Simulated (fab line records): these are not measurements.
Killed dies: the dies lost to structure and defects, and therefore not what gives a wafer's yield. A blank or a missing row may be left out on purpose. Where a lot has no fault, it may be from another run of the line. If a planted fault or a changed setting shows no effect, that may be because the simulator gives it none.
Comparing a struck lot with a sound one -- flow sky130 -- 15 steps out of a route of 708
Sound: the wafers L527.1, L527.3, L527.4. Wafers L520.1, L520.3, L520.6 were the ones struck. The cause is named last.
Order at every step that has rows: each side's tool, ch and its chambers, its first start. Under that, the readings that differ: sound wafers -- struck wafers -- difference of the means -- sigmas: that difference in standard deviations of wafers without a fault.
alike: same words and numbers on both sides, and readings whose means sit less than 2 such deviations apart. not compared: any withheld reading, any reading some wafer has no value for, any bound like >300 that may hide the same value, and any number with overlapping values for which the record gives no deviation.
The two part at a step that has a row with sigmas, a row that says differs or no value, or rows on one side only. Numbers that don't overlap but have no deviation are shown without sigmas and don't part them. A reading that every wafer of one side lacks parts them only if that side has two wafers or more.

first, 2 steps without rows for these wafers: SKY_METAL2_CLEAN_23 (cleans in O3/DIW); SKY_VIA2_HDPCVD_00 (deposits SiO2, target thk 1180 nm, time 196.7 s).
SKY_VIA2_THK_MEAS_01:
  sound on film-metro-02 at day 42 00:28; struck on film-metro-03 at day 39 07:41
reading,sound,struck,difference,sigmas
VIA2_HDPCVD_THK (nm),1157 1144 1150,1179 1188 1193,+36,+3
SKY_VIA2_CMP_02: polishes SiO2.
  sound on cmp-01 ch 1,2,3, day 42 00:31; struck on cmp-01 ch 2,3, day 39 07:44
  alike: motor-current-A
SKY_VIA2_BOW_MEAS_03:
  sound on film-metro-03 at day 42 00:49; struck on film-metro-02 at day 39 08:02
  alike: VIA2_BOW
then, 7 steps without rows for these wafers: SKY_VIA2_DEHYDRATE_04 (time 60 s); SKY_VIA2_HMDS_05 (prime time 60 s); SKY_VIA2_COAT_06 (resist thk 60 nm); SKY_VIA2_COAT_07 (resist thk 450 nm); SKY_VIA2_SOFTBAKE_08 (time 90 s); SKY_VIA2_EXPOSE_09 (exposes mask VIM2, target cd 200 nm); SKY_VIA2_PEB_10.
SKY_VIA2_DEVELOP_11: develop time 60 s.
  sound on litho-track-02 ch 0, day 42 23:00; struck on litho-track-03 ch 0, day 40 08:00
reading,sound,struck,difference,sigmas
developer-temp-C (C),20.95 20.93 20.93,21.82 21.84 21.93,+0.93,+8
SKY_VIA2_CD_MEAS_12: the cd target is 200 nm.
  sound on cd-sem-01 at day 42 23:40; struck on cd-sem-02 at day 40 08:17
  alike: cd-nm
-- the record jumps here: 9 days lie between the struck wafers' starts before and after (it left off in module VIA2 and takes up again in module PAD_OPEN, whose first step shown is number 708 of the route) --
SKY_PAD_OPEN_PROBE_99:
  sound on prober-01 at day 50 20:05; struck on prober-01 at day 48 21:23
  alike: defect-limited-yield, killed_at_M0_to_M3, killed_at_M4_up, killed-at-contacts, killed-at-front-end, killed-at-other, killed-dies, killed-open, killed-short, sort_bin_3_pad_short, sort_bin_5_function, sort_bin_6_memory, sort-n-pass, sort-yield-pct

## WHERE THEY PART
First at SKY_VIA2_THK_MEAS_01; last, within this record, at SKY_VIA2_DEVELOP_11. Later steps at which nothing parts them and some readings are alike: SKY_VIA2_CD_MEAS_12, SKY_PAD_OPEN_PROBE_99.

WHY: whatever the simulator had introduced
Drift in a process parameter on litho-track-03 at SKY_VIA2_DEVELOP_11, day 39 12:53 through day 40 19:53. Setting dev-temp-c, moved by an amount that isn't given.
